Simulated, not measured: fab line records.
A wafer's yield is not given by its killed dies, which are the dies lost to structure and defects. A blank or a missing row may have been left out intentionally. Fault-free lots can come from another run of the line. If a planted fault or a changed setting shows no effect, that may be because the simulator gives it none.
Chamber matching	flow sky130	4 sister chambers for SKY_VIA1_ETCH_14 on rie diel-01
The step etches BARC in N2/H2, stops on SiO2, time 45.9 s, target depth 60 nm. 4 wafers are shown with their chamber, then 9 later ones without.

== EACH WAFER AND ITS CHAMBER ==
wafer	chamber	drypump motor current A (A)
L074.6	1	4.8
L083.4	2	4.9
L089.2	3	5.8
L089.5	0	6.1

== WAFERS WITHOUT THEIR CHAMBER ==
wafer	drypump motor current A (A)
L093.1	4.9
L093.2	6.1
L093.3	5.9
L093.4	6.1
L093.5	4.9
L093.6	5.9
L095.2	5.8
L095.3	4.9
L095.5	6.1

== THE CHAMBER EACH PASSED THROUGH ==
wafer	from the rows above	in truth
L093.1	2	2
L093.2	0	0
L093.3	3	3
L093.4	0	0
L093.5	2	2
L093.6	3	3
L095.2	3	3
L095.3	2	2
L095.5	0	0
9 of 9 placed correctly. Left unplaced by these rows: 0. 0 placed wrongly.
How it was worked out, from the rows above alone: a wafer's distance from a chamber is the root of the sum, over the readings, of the square of ((its reading less the chamber's mean) divided by the reading's scatter). If the next closest chamber is less than 2 further off than the closest, the wafer can't be placed; otherwise it belongs to the closest. A chamber's mean is the mean of its shown wafers. The scatter (one wafer shown for each chamber): square how far every hidden wafer sits from the nearest shown wafer, average those squares and take the square root.
